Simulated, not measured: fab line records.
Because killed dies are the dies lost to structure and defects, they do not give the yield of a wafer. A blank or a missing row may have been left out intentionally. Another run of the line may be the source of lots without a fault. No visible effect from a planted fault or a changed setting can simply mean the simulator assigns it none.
Chamber matching || flow sky130 || SKY_VIA2_ETCH_15 on rie diel-01: 4 sister chambers
The step etches SiO2 in C4F8/O2/Ar, stops on TiN, target depth 546 nm, time 80.81 s. 8 wafers are shown with their chamber, then 9 later ones without.

WAFERS WITH THEIR CHAMBER
{"wafer": "L081.3", "chamber": 1, "oes product au (a.u.)": 0.962}
{"wafer": "L081.5", "chamber": 0, "oes product au (a.u.)": 0.958}
{"wafer": "L082.3", "chamber": 3, "oes product au (a.u.)": 0.942}
{"wafer": "L082.5", "chamber": 3, "oes product au (a.u.)": 0.958}
{"wafer": "L082.6", "chamber": 1, "oes product au (a.u.)": 0.956}
{"wafer": "L084.1", "chamber": 2, "oes product au (a.u.)": 0.965}
{"wafer": "L084.3", "chamber": 0, "oes product au (a.u.)": 0.962}
{"wafer": "L084.5", "chamber": 2, "oes product au (a.u.)": 0.967}

WAFERS WITHOUT THEIR CHAMBER
{"wafer": "L092.2", "oes product au (a.u.)": 0.962}
{"wafer": "L092.4", "oes product au (a.u.)": 0.957}
{"wafer": "L092.5", "oes product au (a.u.)": 0.957}
{"wafer": "L093.2", "oes product au (a.u.)": 0.964}
{"wafer": "L093.3", "oes product au (a.u.)": 0.970}
{"wafer": "L093.6", "oes product au (a.u.)": 0.970}
{"wafer": "L094.1", "oes product au (a.u.)": 0.961}
{"wafer": "L094.2", "oes product au (a.u.)": 0.956}
{"wafer": "L094.3", "oes product au (a.u.)": 0.962}

CHAMBER TAKEN BY EACH
{"wafer": "L092.2", "from the rows above": "can't be placed: 0 or 1 or 2 or 3", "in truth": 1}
{"wafer": "L092.4", "from the rows above": "can't be placed: 1 or 0 or 3 or 2", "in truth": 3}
{"wafer": "L092.5", "from the rows above": "can't be placed: 1 or 0 or 3 or 2", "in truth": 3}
{"wafer": "L093.2", "from the rows above": "can't be placed: 2 or 0 or 1 or 3", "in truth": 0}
{"wafer": "L093.3", "from the rows above": "can't be placed: 2 or 0 or 1", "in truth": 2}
{"wafer": "L093.6", "from the rows above": "can't be placed: 2 or 0 or 1", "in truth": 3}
{"wafer": "L094.1", "from the rows above": "can't be placed: 0 or 1 or 2 or 3", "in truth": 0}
{"wafer": "L094.2", "from the rows above": "can't be placed: 1 or 0 or 3 or 2", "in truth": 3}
{"wafer": "L094.3", "from the rows above": "can't be placed: 0 or 1 or 2 or 3", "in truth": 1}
Placed correctly: 0 of 9. Unplaceable from these rows: 9, with the true chamber sitting among the candidates in 8. Placed wrongly: 0.
How it was worked out, from the rows above alone: a wafer's distance from a chamber is the root of the sum, over the readings, of the square of ((its reading less the chamber's mean) divided by the reading's scatter). The wafer belongs to the nearest chamber; if the next one is less than 2 further off, it can't be placed. The mean given for a chamber averages the wafers shown for that chamber. The scatter: take each reading less its chamber's mean, square it, sum over the shown wafers, divide by the number of wafers less the number of chambers, and take the root.
